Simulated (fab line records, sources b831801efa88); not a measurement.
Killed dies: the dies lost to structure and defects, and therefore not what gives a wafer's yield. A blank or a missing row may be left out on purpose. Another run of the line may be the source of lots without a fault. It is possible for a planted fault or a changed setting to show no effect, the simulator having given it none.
Problem report, 8D (eight disciplines) form, completed by code	flow sky130	the parts of the form that need people (team, actions taken, sign-off) are left out

== 1. THE PROBLEM ==
Mean of oes product au at SKY_PAD_OPEN_ETCH_07: 0.907 a.u. across 6 wafers in 2 lots; on wafers with no fault it is 0.978 a.u. (standard deviation 0.0071). That puts it -10 standard deviations away from the usual mean.
The step: etches the open film in CF4/O2, stops on AlCu, target depth 725 nm, time 161.1 s.
The first sign was on wafer L793.1 at day 47 22:50, on rie diel-01. At this step, 18 wafers from 6 lots have a number in the record. Rule for "out" (also "out of limits"): further than 4 standard deviations from the usual mean. The other wafers with a number count as sound.

== 2. WHAT IT IS, WHAT IT ISN'T ==
question	is	is not
which readings at this step	oes product au	drypump motor current A
which lots	L793, L795	L785, L798, L801, L805
which wafers of those lots	all that have a number	-
read on which tools	rie diel-01	rie diel-02, rie diel-03
when	from day 47 22:50	up to then (3 sound wafers); but 9 sound wafers of L798, L801, L805 came after

== 3. THE SUSPECTS, EACH WITH WHAT RULES IT OUT ==
Counting: any tool at a process step up to the reading is kept as a suspect provided that every lot that is out went through it and no sound lot did after the first of them.
- rie diel-01 at SKY_PAD_OPEN_ETCH_07 (etches the open film in CF4/O2, stops on AlCu, target depth 725 nm, time 161.1 s): kept. All lots that are out passed through it, beginning with L793 at day 47 22:50, and no sound lot followed; its final sound lot before that point was L785 at day 45 13:29. On those wafers its own readings are out: oes product au.
After counting, what remains is rie diel-01 at SKY_PAD_OPEN_ETCH_07.

== 4. THE CAUSE (what the simulator had put in) ==
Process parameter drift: rie diel-01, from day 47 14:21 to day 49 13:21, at SKY_PAD_OPEN_ETCH_07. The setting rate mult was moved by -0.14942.
After counting, this tool was the only one left.

== 5. THE EFFECT CHAIN, in route order ==
Rows list readings where the struck wafers' mean (over those with a number) sits beyond 3 standard deviations from the usual. Only readings for which the record gives a usual standard deviation are gone through. hours: the time from each lot's start at the first step in this table that gives one to its start at this step, as a median over the lots. sigmas: the change in usual standard deviations.
hours	step	reading	usual	on struck wafers	change	sigmas
0	SKY_PAD_OPEN_ETCH_07	oes product au	0.978 a.u.	0.907	-0.071	-10
It contains these process steps:
- SKY_PAD_OPEN_ETCH_07: etches the open film in CF4/O2, stops on AlCu, target depth 725 nm, time 161.1 s.

== 6. WHAT WOULD HAVE CAUGHT IT SOONER ==
In this record the first reading out of limits was taken at day 47 22:50, 8 hours after the fault began at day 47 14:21.
